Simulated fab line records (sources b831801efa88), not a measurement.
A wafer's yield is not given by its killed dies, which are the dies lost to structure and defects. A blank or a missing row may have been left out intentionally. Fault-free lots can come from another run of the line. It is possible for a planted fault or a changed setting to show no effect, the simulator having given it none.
fab line records	flow sky130
record lots=7	wafers=21	last_day=51
route steps=708 shown NWELL@65 PAD_OPEN@708
lots that met no fault: taken from a fault-free run of the same line
start_h: start of the lot's first displayed wafer, in hours after the record's first day	wait_h: hours since the lot's step before	" identical to the entry in the row above	L1.1+2: a single row standing in for several wafers	- no value present, or no start provided	* or withheld: withheld	< > ~ a bound
route shown NAME@n: names a module that has steps shown in the file, with the first one's number in the route	usual: the fault-free wafers' mean and standard deviation	same: alike in all rows	chamber/n: place in a boat	sites: per-site readings	_std_site: how widely they spread, as a standard deviation	_edge_site: the outer-site mean with the inner-site mean subtracted	radius_mm: for every site, how far away it sits from the centre of the wafer	mask NAME#n: copy n	behind: the most recent tool/chamber to have shaped the wafer	hold: what put the lot on hold/how long, in hours/how the hold closed	device: which transistor (n, p or np) failed to switch	end of line: the tests these same wafers got at the end of their route	step lacking rows: just its recipe	killed: at the first sort, the dies lost to defects and structure; wafer yield is something else	map: the dies of a wafer, with x for killed, . for not killed, _ for no die there
set.NAME: the run value of the setting; set.NAME@STEP: its run value at that earlier step	model.NAME: the simulator's own value behind a step, which no gauge read
lots at selected steps of the route; one table per step, one row per wafer
services: the hour from which a tool's chamber was out of use, counted from the record's first day as start_h (under 0 if before that day), plus the number of hours and why
## steps
# step SKY_NWELL_IMPLANT_12
# recipe species=P	energy_kev=120	dose_cm2=1.3e+12	tilt_deg=withheld
# step SKY_NWELL_IMPLANT_13
# recipe species=P	energy_kev=50	dose_cm2=7e+11	tilt_deg=withheld
# step SKY_NWELL_STRIP_14
# recipe chemistry=O2/N2	power_w=1400	pressure_mtorr=1500	platen_temp_c=withheld	o2_flow_sccm=3000	n2_flow_sccm=300	overash_fraction=0.5
# usual drypump_motor_current_A=5.9/0.48	oes_product_au=0.722/0.005	strip_time_to_endpoint_s=36.84/0.1
lot.wafer	tool	chamber	start_h	wait_h	drypump_motor_current_A	oes_product_au	rf_hours_counter_h	strip_time_to_endpoint_s
L888.2	plasma_asher-04	1	116.82	0.1	6.3	0.731	42	36.89
L888.3	"	1	"	"	6.3	0.718	-	36.82
L888.6	"	0	"	"	6.5	0.716	-	36.78
L891.2	plasma_asher-01	1	130.92	0.1	5.6	0.721	1	36.91
L891.3	"	0	"	"	5.1	0.720	-	36.81
L891.5	"	0	"	"	5.1	0.726	-	36.90
L892.3	plasma_asher-04	0	135.01	0.1	6.5	0.730	-	36.71
L892.4	"	1	"	"	6.3	0.717	-	36.81
L892.5	"	1	"	"	6.3	0.728	-	36.64
L893.3	plasma_asher-01	1	143.98	0.1	5.6	0.728	-	36.89
L893.4	"	0	"	"	5.1	0.718	-	36.78
L893.5	"	1	"	"	5.6	0.723	-	36.78
L898.2	plasma_asher-02	0	174.32	0.1	5.5	0.732	46	36.82
L898.5	"	1	"	"	5.9	0.719	-	36.81
L898.6	"	0	"	"	5.5	0.722	-	36.79
L899.2	plasma_asher-02	0	181.12	0.1	5.5	0.721	46	36.82
L899.3	"	0	"	"	5.5	0.731	-	36.82
L899.4	"	1	"	"	5.9	0.729	-	36.91
L907.3	plasma_asher-02	1	225.28	0.1	5.9	0.725	-	36.90
L907.5	"	1	"	"	5.9	0.726	-	36.85
L907.6	"	0	"	"	5.4	0.731	-	36.86
# step SKY_NWELL_TW_MEAS_15
# usual NWELL_TW=1802/25
lot.wafer	tool	chamber	start_h	wait_h	NWELL_TW
L888.2	film_metro-01	-	116.93	0.1	1801
L888.3	"	-	"	"	1793
L888.6	"	-	"	"	1797
L891.2	film_metro-04	-	131.03	0.1	1834
L891.3	"	-	"	"	1831
L891.5	"	-	"	"	1839
L892.3	film_metro-03	-	135.09	0.1	1778
L892.4	"	-	"	"	1768
L892.5	"	-	"	"	1777
L893.3	film_metro-04	-	144.06	0.1	1853
L893.4	"	-	"	"	1849
L893.5	"	-	"	"	1844
L898.2	film_metro-01	-	174.43	0.1	1804
L898.5	"	-	"	"	1805
L898.6	"	-	"	"	1799
L899.2	film_metro-04	-	181.23	0.1	1839
L899.3	"	-	"	"	1850
L899.4	"	-	"	"	1843
L907.3	film_metro-04	-	225.36	0.1	1839
L907.5	"	-	"	"	1849
L907.6	"	-	"	"	1857
# step SKY_NWELL_DEHYDRATE_16
# recipe temp_c=200	time_s=60
# step SKY_NWELL_HMDS_17
# recipe prime_time_s=60	prime_temp_c=120
# step SKY_NWELL_COAT_18
# recipe spin_rpm=2000	resist_thk_nm=3000
# step SKY_NWELL_SOFTBAKE_19
# recipe temp_c=110	time_s=withheld
# step SKY_NWELL_EXPOSE_20
# recipe mask_id=NWM_COMPLEMENT	na=0.6	source_shape=conventional	sigma_outer=0.6	polarization=unpolarized	target_cd_nm=840	dose_mj=260
# step SKY_NWELL_PEB_21
# recipe temp_c=115	time_s=withheld
# step SKY_NWELL_DEVELOP_22
# recipe wall_angle_deg=90	developer=TMAH	develop_time_s=60	dev_temp_c=23
# step SKY_NWELL_OVL_MEAS_23
# usual NWELL_01_OVL=-0.2/1.6
lot.wafer	tool	chamber	start_h	wait_h	NWELL_01_OVL[nm]
L888.2	overlay-02	-	136.44	-	-3.0
L888.3	"	-	"	"	-2.3
L888.6	"	-	"	"	-1.5
L891.2	overlay-02	-	151.28	-	-1.6
L891.3	"	-	"	"	-2.1
L891.5	"	-	"	"	-3.5
L892.3	overlay-02	-	154.90	-	0.5
L892.4	"	-	"	"	0.9
L892.5	"	-	"	"	1.8
L893.3	overlay-01	-	164.75	-	-1.2
L893.4	"	-	"	"	-0.2
L893.5	"	-	"	"	0.2
L898.2	overlay-01	-	196.78	-	-1.9
L898.5	"	-	"	"	-1.8
L898.6	"	-	"	"	-1.3
L899.2	overlay-02	-	204.09	-	1.4
L899.3	"	-	"	"	1.2
L899.4	"	-	"	"	1.9
L907.3	overlay-02	-	249.62	-	-1.9
L907.5	"	-	"	"	-0.4
L907.6	"	-	"	"	-0.4
# step SKY_NWELL_IMPLANT_24
# recipe species=B	energy_kev=140	dose_cm2=9.2e+12	tilt_deg=withheld
# usual beam_energy_keV=140.00/0.043	beam_on_s=10.01/0.22	dose_ions_cm2=9.201e+12/1e+10	faraday_current_uA=51.8/1.1
lot.wafer	tool	chamber	start_h	wait_h	beam_energy_keV	beam_on_s	dose_ions_cm2	faraday_current_uA
L888.2	implanter-02	0	136.50	0.0	139.99	10.01	9.207e+12	52.0
L888.3	"	0	"	"	140.05	9.95	9.209e+12	52.3
L888.6	"	0	"	"	139.99	9.68	9.205e+12	53.5
L891.2	implanter-01	0	151.33	0.0	139.95	10.32	5.5869e+13	305.0
L891.3	"	0	"	"	140.03	9.82	5.5864e+13	318.8
L891.5	"	0	"	"	140.03	10.01	5.5863e+13	314.8
L892.3	implanter-01	0	154.97	0.1	140.04	10.14	5.5866e+13	311.2
L892.4	"	0	"	"	139.93	10.20	5.5861e+13	308.3
L892.5	"	0	"	"	140.07	10.17	5.5862e+13	310.2
L893.3	implanter-01	0	164.82	0.1	140.02	9.70	5.5878e+13	323.9
L893.4	"	0	"	"	139.94	9.97	5.5878e+13	315.8
L893.5	"	0	"	"	140.05	9.81	5.5892e+13	321.8
L898.2	implanter-02	0	196.83	0.0	140.00	9.94	9.216e+12	52.1
L898.5	"	0	"	"	140.04	10.25	9.213e+12	50.4
L898.6	"	0	"	"	140.01	10.14	9.206e+12	51.2
L899.2	implanter-04	0	204.26	0.2	139.99	10.35	9.204e+12	50.2
L899.3	"	0	"	"	140.02	10.09	9.193e+12	51.4
L899.4	"	0	"	"	139.94	9.90	9.198e+12	52.5
L907.3	implanter-01	0	249.69	0.1	139.97	9.90	9.194e+12	52.4
L907.5	"	0	"	"	139.97	10.23	9.198e+12	50.7
L907.6	"	0	"	"	140.02	10.08	9.179e+12	51.6
# step SKY_NWELL_STRIP_25
# recipe chemistry=O2/N2	power_w=1400	pressure_mtorr=1500	platen_temp_c=withheld	o2_flow_sccm=3000	n2_flow_sccm=300	overash_fraction=0.5
# usual drypump_motor_current_A=5.9/0.48	oes_product_au=0.723/0.0045	strip_time_to_endpoint_s=36.90/0.094
lot.wafer	tool	chamber	start_h	wait_h	drypump_motor_current_A	oes_product_au	rf_hours_counter_h	strip_time_to_endpoint_s
L888.2	plasma_asher-01	0	136.62	0.1	5.1	0.720	2	36.98
L888.3	"	0	"	"	5.1	0.724	-	36.86
L888.6	"	1	"	"	5.6	0.732	-	36.83
L891.2	plasma_asher-01	1	151.46	0.1	5.6	0.721	3	36.86
L891.3	"	0	"	"	5.1	0.729	-	36.89
L891.5	"	1	"	"	5.6	0.719	-	36.87
L892.3	plasma_asher-04	1	155.11	0.1	6.3	0.724	-	36.90
L892.4	"	0	"	"	6.5	0.732	-	36.83
L892.5	"	0	"	"	6.5	0.721	-	36.93
L893.3	plasma_asher-02	0	164.96	0.1	5.5	0.725	-	36.81
L893.4	"	1	"	"	5.9	0.723	-	36.79
L893.5	"	1	"	"	5.9	0.718	-	36.74
L898.2	plasma_asher-04	0	196.96	0.1	6.5	0.723	50	36.83
L898.5	"	0	"	"	6.5	0.730	-	36.80
L898.6	"	1	"	"	6.3	0.717	-	36.81
L899.2	plasma_asher-04	0	204.38	0.1	6.5	0.721	50	37.00
L899.3	"	1	"	"	6.3	0.722	-	37.01
L899.4	"	0	"	"	6.5	0.724	-	37.08
L907.3	plasma_asher-04	0	249.83	0.1	6.5	0.722	-	36.93
L907.5	"	0	"	"	6.5	0.725	-	36.95
L907.6	"	1	"	"	6.3	0.719	-	37.09
# step SKY_NWELL_TW_MEAS_26
# usual NWELL_2_TW=495/7
lot.wafer	tool	chamber	start_h	wait_h	NWELL_2_TW
L888.2	film_metro-04	-	136.73	0.1	498
L888.3	"	-	"	"	505
L888.6	"	-	"	"	502
L891.2	film_metro-01	-	151.57	0.1	865
L891.3	"	-	"	"	861
L891.5	"	-	"	"	867
L892.3	film_metro-04	-	155.19	0.1	896
L892.4	"	-	"	"	892
L892.5	"	-	"	"	892
L893.3	film_metro-04	-	165.04	0.1	888
L893.4	"	-	"	"	891
L893.5	"	-	"	"	893
L898.2	film_metro-04	-	197.07	0.1	502
L898.5	"	-	"	"	501
L898.6	"	-	"	"	501
L899.2	film_metro-03	-	204.49	0.1	488
L899.3	"	-	"	"	488
L899.4	"	-	"	"	487
L907.3	film_metro-03	-	249.91	0.1	489
L907.5	"	-	"	"	489
L907.6	"	-	"	"	492
# step SKY_NWELL_CLEAN_27
# recipe chemistry=SC1/SC2	mix=1:4:20	temp_c=70	time_s=150	dry=n2_spin
# step SKY_PAD_OPEN_PROBE_99
# usual killed_at_M0_to_M3=43/6.4	killed_at_M4_up=3.2/1.8	killed_at_contacts=25/5.5	killed_at_front_end=16/5.2	killed_at_other=0.3/0.49	killed_dies=88/10	killed_open=48/7	killed_short=40/7.1
# same gross_dies=492	killed_at_back_side=0
lot.wafer	tool	chamber	start_h	wait_h	killed_at_M0_to_M3	killed_at_M4_up	killed_at_contacts	killed_at_front_end	killed_at_other	killed_dies	killed_open	killed_short	model.etest.pfet_16v.r_on_ohm_um	model.etest.nfet_16v.r_on_ohm_um	model.etest.res_iso_pwell.rs_ohm_sq	model.etest.res_pwell_under_gate.rs_ohm_sq	model.etest.res_iso_pwell.line_ohm_um	model.etest.tip_n_5v.rs_ohm_sq	model.etest.res_nwell.line_ohm_um	model.etest.tip_sonos.rs_ohm_sq
L888.2	prober-01	-	1119.45	0.1	50	3	21	14	1	89	52	37	1.507e+04	1.383e+04	2987	2274	1148	1420	1199	2580
L888.3	prober-01	-	1119.50	0.2	39	3	20	20	0	82	51	31	1.558e+04	1.405e+04	3276	2288	1223	1411	1244	2604
L888.6	prober-01	-	1119.65	0.2	53	4	30	15	1	103	54	49	1.5e+04	1.383e+04	3005	2270	1148	1416	1198	2581
L891.2	prober-02	-	1136.99	0.1	38	4	27	11	1	81	47	34	8145	1.989e+04	912.7	702.2	331.6	1756	1414	2889
L891.3	prober-02	-	1137.04	0.2	39	3	19	20	0	81	45	36	8260	2.001e+04	964.8	704.8	349.9	1751	1429	2854
L891.5	prober-02	-	1137.14	0.2	37	0	16	16	0	69	35	34	8132	1.989e+04	922.7	706.7	336.7	1759	1404	2830
L892.3	prober-01	-	1140.27	0.2	41	4	15	12	0	72	40	32	8026	2.059e+04	851.6	698.5	309.4	1730	1446	2837
L892.4	prober-01	-	1140.32	0.2	52	4	26	16	0	98	58	40	8062	2.085e+04	798.9	697.5	285.8	1716	1380	2918
L892.5	prober-01	-	1140.37	0.2	52	5	28	13	0	98	64	34	7979	2.038e+04	816.8	696.7	292.3	1730	1393	2901
L893.3	prober-02	-	1150.25	0.2	49	5	27	17	1	99	59	40	8225	2.034e+04	898.4	706	330.1	1713	1425	2985
L893.4	prober-02	-	1150.30	0.2	42	2	18	19	0	81	40	41	8174	2.063e+04	929.1	699.2	338.5	1689	1454	2937
L893.5	prober-02	-	1150.35	0.2	51	8	22	21	0	102	53	49	8191	2.05e+04	909.4	703.9	331.3	1715	1450	2920
L898.2	prober-02	-	1178.90	0.1	40	3	17	18	2	80	44	36	1.535e+04	1.382e+04	3040	2321	1142	1384	1230	2598
L898.5	prober-02	-	1179.05	0.2	32	2	28	8	1	71	37	34	1.566e+04	1.394e+04	3261	2293	1230	1380	1288	2584
L898.6	prober-02	-	1179.10	0.2	36	2	21	6	1	66	38	28	1.59e+04	1.409e+04	3330	2304	1270	1379	1301	2587
L899.2	prober-01	-	1181.88	0.1	39	4	32	13	0	88	54	34	1.636e+04	1.44e+04	3707	2283	1395	1368	1171	2613
L899.3	prober-01	-	1181.93	0.2	37	3	19	12	0	71	37	34	1.5e+04	1.407e+04	3097	2281	1172	1367	1082	2585
L899.4	prober-01	-	1181.98	0.2	43	2	34	14	0	93	53	40	1.583e+04	1.429e+04	3526	2299	1329	1370	1141	2623
L907.3	prober-01	-	1212.01	0.2	44	4	25	23	0	96	45	51	1.532e+04	1.411e+04	2957	2275	1098	1386	1185	2544
L907.5	prober-01	-	1212.11	0.2	43	3	38	20	0	104	45	59	1.551e+04	1.422e+04	2937	2276	1115	1394	1176	2564
L907.6	prober-01	-	1212.16	0.2	38	4	23	29	0	94	58	36	1.602e+04	1.41e+04	3254	2279	1217	1374	1220	2556
# killed by level:class
L888.2 VIA1:geometric_particle:open=11 VIA2:geometric_particle:open=9 CONTACT:geometric_particle:open=8 VIA3:geometric_particle:open=6 LI_CONTACT:geometric_particle:open=5 VIA1:geometric_particle:short=5 METAL2:geometric_particle:short=5 FIELD_ISO:geometric_particle:open=4
L888.3 VIA1:geometric_particle:open=11 LI_CONTACT:geometric_particle:open=8 CONTACT:geometric_particle:open=8 FIELD_ISO:geometric_particle:open=6 VIA1:geometric_particle:short=5 METAL2:geometric_particle:short=5 VIA2:geometric_particle:open=5 FIELD_ISO:geometric_particle:short=3
L888.6 VIA1:geometric_particle:open=15 CONTACT:geometric_particle:open=13 METAL2:geometric_particle:short=11 METAL1:geometric_particle:short=10 LI_CONTACT:geometric_particle:open=5 CONTACT:geometric_particle:short=5 LOCAL_INTERCONNECT:geometric_particle:short=4 VIA2:geometric_particle:open=4
L891.2 VIA1:geometric_particle:open=13 LI_CONTACT:geometric_particle:open=10 CONTACT:geometric_particle:short=6 CONTACT:geometric_particle:open=5 FIELD_ISO:geometric_particle:open=4 METAL1:geometric_particle:short=4 VIA1:geometric_particle:short=4 VIA3:geometric_particle:open=4
L891.3 CONTACT:geometric_particle:open=8 FIELD_ISO:geometric_particle:open=7 METAL1:geometric_particle:short=7 VIA3:geometric_particle:open=6 LI_CONTACT:geometric_particle:open=6 VIA1:geometric_particle:short=5 VIA2:geometric_particle:open=5 POLY_GATE:geometric_particle:open=4
L891.5 VIA1:geometric_particle:open=10 METAL1:geometric_particle:short=9 VIA2:geometric_particle:open=7 CONTACT:geometric_particle:open=7 VIA1:geometric_particle:short=6 CONTACT:geometric_particle:short=5 FIELD_ISO:geometric_particle:short=4 FIELD_ISO:geometric_particle:open=3
L892.3 CONTACT:geometric_particle:open=8 VIA1:geometric_particle:open=8 VIA3:geometric_particle:open=7 VIA1:geometric_particle:short=7 METAL2:geometric_particle:short=6 METAL1:geometric_particle:short=5 LI_CONTACT:geometric_particle:open=4 FIELD_ISO:geometric_particle:short=3
L892.4 VIA1:geometric_particle:open=15 LI_CONTACT:geometric_particle:open=11 METAL2:geometric_particle:short=9 VIA3:geometric_particle:open=7 POLY_GATE:geometric_particle:open=6 CONTACT:geometric_particle:open=6 VIA1:geometric_particle:short=5 VIA3:geometric_particle:short=4
L892.5 CONTACT:geometric_particle:open=13 VIA1:geometric_particle:open=11 VIA2:geometric_particle:open=9 LI_CONTACT:geometric_particle:open=8 METAL1:geometric_particle:short=7 METAL2:geometric_particle:short=6 POLY_GATE:geometric_particle:open=5 VIA3:geometric_particle:open=5
L893.3 VIA1:geometric_particle:open=15 CONTACT:geometric_particle:open=10 LI_CONTACT:geometric_particle:open=9 VIA2:geometric_particle:open=9 FIELD_ISO:geometric_particle:short=6 VIA3:geometric_particle:open=6 METAL2:geometric_particle:short=5 METAL4:geometric_particle:short=5
L893.4 FIELD_ISO:geometric_particle:short=8 VIA1:geometric_particle:open=8 VIA3:geometric_particle:open=7 CONTACT:geometric_particle:short=6 VIA1:geometric_particle:short=6 FIELD_ISO:geometric_particle:open=5 VIA2:geometric_particle:open=5 METAL3:geometric_particle:short=5
L893.5 VIA1:geometric_particle:open=12 VIA2:geometric_particle:open=10 VIA1:geometric_particle:short=8 FIELD_ISO:geometric_particle:open=6 CONTACT:geometric_particle:open=5 CONTACT:geometric_particle:short=5 LI_CONTACT:geometric_particle:open=5 LOCAL_INTERCONNECT:geometric_particle:short=5
L898.2 VIA1:geometric_particle:open=11 FIELD_ISO:geometric_particle:short=6 VIA2:geometric_particle:open=6 CONTACT:geometric_particle:open=5 CONTACT:geometric_particle:short=5 VIA2:geometric_particle:short=5 FIELD_ISO:geometric_particle:open=4 LI_CONTACT:geometric_particle:open=4
L898.5 CONTACT:geometric_particle:open=12 LI_CONTACT:geometric_particle:open=7 METAL2:geometric_particle:short=6 VIA3:geometric_particle:open=5 CONTACT:geometric_particle:short=4 METAL1:geometric_particle:short=4 VIA1:geometric_particle:open=4 METAL3:geometric_particle:short=4
L898.6 CONTACT:geometric_particle:open=12 VIA3:geometric_particle:open=8 VIA1:geometric_particle:open=7 CONTACT:geometric_particle:short=5 METAL3:geometric_particle:short=5 VIA2:geometric_particle:short=5 METAL1:geometric_particle:short=4 LI_CONTACT:geometric_particle:open=3
L899.2 CONTACT:geometric_particle:open=14 VIA1:geometric_particle:open=11 CONTACT:geometric_particle:short=7 VIA2:geometric_particle:open=7 LI_CONTACT:geometric_particle:open=6 FIELD_ISO:geometric_particle:open=5 METAL2:geometric_particle:short=5 METAL1:geometric_particle:short=4
L899.3 VIA1:geometric_particle:open=11 CONTACT:geometric_particle:short=9 METAL1:geometric_particle:short=5 CONTACT:geometric_particle:open=5 SPACER:geometric_particle:open=4 VIA1:geometric_particle:short=4 VIA3:geometric_particle:open=4 FIELD_ISO:geometric_particle:short=3
L899.4 CONTACT:geometric_particle:open=16 LI_CONTACT:geometric_particle:open=7 VIA1:geometric_particle:open=7 CONTACT:geometric_particle:short=6 METAL1:geometric_particle:short=6 METAL2:geometric_particle:short=6 POLY_GATE:geometric_particle:short=5 VIA1:geometric_particle:short=4
L907.3 FIELD_ISO:geometric_particle:short=8 METAL1:geometric_particle:short=8 LI_CONTACT:geometric_particle:open=7 CONTACT:geometric_particle:open=7 VIA1:geometric_particle:open=7 FIELD_ISO:geometric_particle:open=6 VIA3:geometric_particle:open=6 METAL2:geometric_particle:short=5
L907.5 METAL2:geometric_particle:short=15 CONTACT:geometric_particle:open=14 VIA1:geometric_particle:open=9 LI_CONTACT:geometric_particle:open=7 CONTACT:geometric_particle:short=7 FIELD_ISO:geometric_particle:short=6 POLY_GATE:geometric_particle:short=6 LOCAL_INTERCONNECT:geometric_particle:short=5
L907.6 VIA1:geometric_particle:open=15 FIELD_ISO:geometric_particle:open=9 CONTACT:geometric_particle:open=9 LI_CONTACT:geometric_particle:open=7 FIELD_ISO:geometric_particle:short=6 VIA1:geometric_particle:short=6 POLY_GATE:geometric_particle:open=5 CONTACT:geometric_particle:short=4
## services
tool	chamber	start_h	hours	kind
plasma_asher-01	-	108.75	9.0	pm
plasma_asher-01	0	108.75	9.0	vent_cycle
plasma_asher-01	1	108.75	9.0	vent_cycle
implanter-02	-	110.73	5.5	pm
plasma_asher-01	0	117.75	-	clean
plasma_asher-01	1	117.75	-	clean
implanter-04	-	128.53	3.4	repair
implanter-04	-	130.70	7.0	repair
implanter-02	-	144.88	14.3	pm
plasma_asher-01	-	182.78	4.0	pm
implanter-04	-	184.62	7.5	pm
implanter-02	-	200.59	13.8	repair
plasma_asher-01	-	203.59	14.6	pm
implanter-01	-	233.34	5.4	pm
implanter-04	-	245.38	3.8	repair
## key
first_sign step=SKY_NWELL_IMPLANT_24	reading=dose_ions_cm2	direction=up	sigmas=99+	usual=*	struck=*
effect step=SKY_NWELL_IMPLANT_24	reading=faraday_current_uA	direction=up	sigmas=99+	usual=51.8	struck=314.4
effect step=SKY_NWELL_TW_MEAS_26	reading=NWELL_2_TW	direction=up	sigmas=56	usual=495	struck=883
model_effect step=SKY_PAD_OPEN_PROBE_99	value=etest.pfet_16v.r_on_ohm_um	without=1.548e+04	struck=8133
met_at SKY_NWELL_IMPLANT_24
struck_wafers L891.2,L891.3,L891.5,L892.3,L892.4,L892.5,L893.3,L893.4,L893.5
tester_left_out L891,L892,L893
fault kind=process_parameter_drift	tool=implanter-01	chamber=-	onset_h=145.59	steps=SKY_NWELL_IMPLANT_24	channel=dose_cm2	offset=*	shape=step	end_h=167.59	acts_in=*	stated=*
# tester_left_out: of these lots the tester's yield and bins aren't shown, on N5 and GAA mostly nor the transistor test; their killed dies are dies lost to structure and defects alone, not to doping, threshold or leakage, so they don't give the yield
